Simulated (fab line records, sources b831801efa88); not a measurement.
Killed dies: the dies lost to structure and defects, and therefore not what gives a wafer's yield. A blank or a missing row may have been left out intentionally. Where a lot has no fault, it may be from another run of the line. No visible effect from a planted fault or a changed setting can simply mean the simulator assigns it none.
What tool caused it? | flow gf180mcu | 24 lots, 72 wafers sampled, at 1 step of a route of 602

== WHAT THE GAUGES READ, wafer by wafer ==
GF_STI_BOW_MEAS_00.
lot  | measured    | on            | INCOMING_BOW (um)
L074 | day 1 10:02 | film metro-02 | -1 -5 -2
L075 | day 1 15:05 | film metro-02 | -7 -9 4
L076 | day 1 20:01 | film metro-01 | -4 -2 -7
L077 | day 2 01:02 | film metro-02 | 11 -5 -5
L078 | day 2 06:00 | film metro-04 | 3 0 -6
L079 | day 2 11:00 | film metro-01 | -10 10 2
L080 | day 2 16:00 | film metro-01 | 9 -1 -3
L081 | day 2 21:01 | film metro-04 | 2 2 -1
L082 | day 3 02:00 | film metro-04 | -3 4 6
L083 | day 3 07:00 | film metro-04 | -17 -9 11
L084 | day 3 12:00 | film metro-02 | -3 -8 12
L085 | day 3 17:00 | film metro-01 | -5 1 -6
L086 | day 3 22:00 | film metro-01 | 4 -5 4
L087 | day 4 03:00 | film metro-02 | 4 -7 -8
L088 | day 4 08:01 | film metro-01 | -19 10 7
L089 | day 4 13:00 | film metro-04 | 7 2 5
L090 | day 4 18:01 | film metro-02 | -5 0 -9
L091 | day 4 23:02 | film metro-01 | -13 10 8
L092 | day 5 04:01 | film metro-02 | -8 2 -7
L093 | day 5 09:00 | film metro-02 | 8 2 -5
L094 | day 5 14:02 | film metro-02 | -2 7 -8
L095 | day 5 19:00 | film metro-01 | -12 -7 8
L096 | day 6 00:01 | film metro-01 | -5 -5 -1
L097 | day 6 05:01 | film metro-01 | -6 8 4

== WHAT TOOL EACH LOT RAN ON (gives the tool, then ch and the chambers of the sampled wafers, and finally the start) ==
The record shows no process step preceding these readings.

== WHAT THE TOOLS THEMSELVES READ (means of the sampled wafers that have a number; where no wafer has one, the mark that the record gives instead) ==
The record holds no such reading with a usual standard deviation.

== THE ANSWER, worked out from the rows above alone ==
Rule: what is usual is taken from the lots themselves. Put in order of their means at a reading, lots are off if they are a third of the lots or fewer, leave a main group of 4 or more, and stand apart from it by a gap of 3 or more times the standard deviation of the main group's means; of several such gaps the widest counts. A main group is skipped when, at the precision printed for the reading in the tables above, its means are all equal. Also off: a lot with no number at a reading for which 4 or more lots have one. All remaining lots with rows at the step are treated as sound. First the gauges in route order, then the tools' own readings, where a lot's mean is used as printed above. At the first step where some lot is off, the reading lying furthest off is the one used; lots without a number count as furthest.
No lot is off on any of the readings shown, so nothing can be concluded from this.

== WHAT THE SIMULATOR HAD PUT IN ==
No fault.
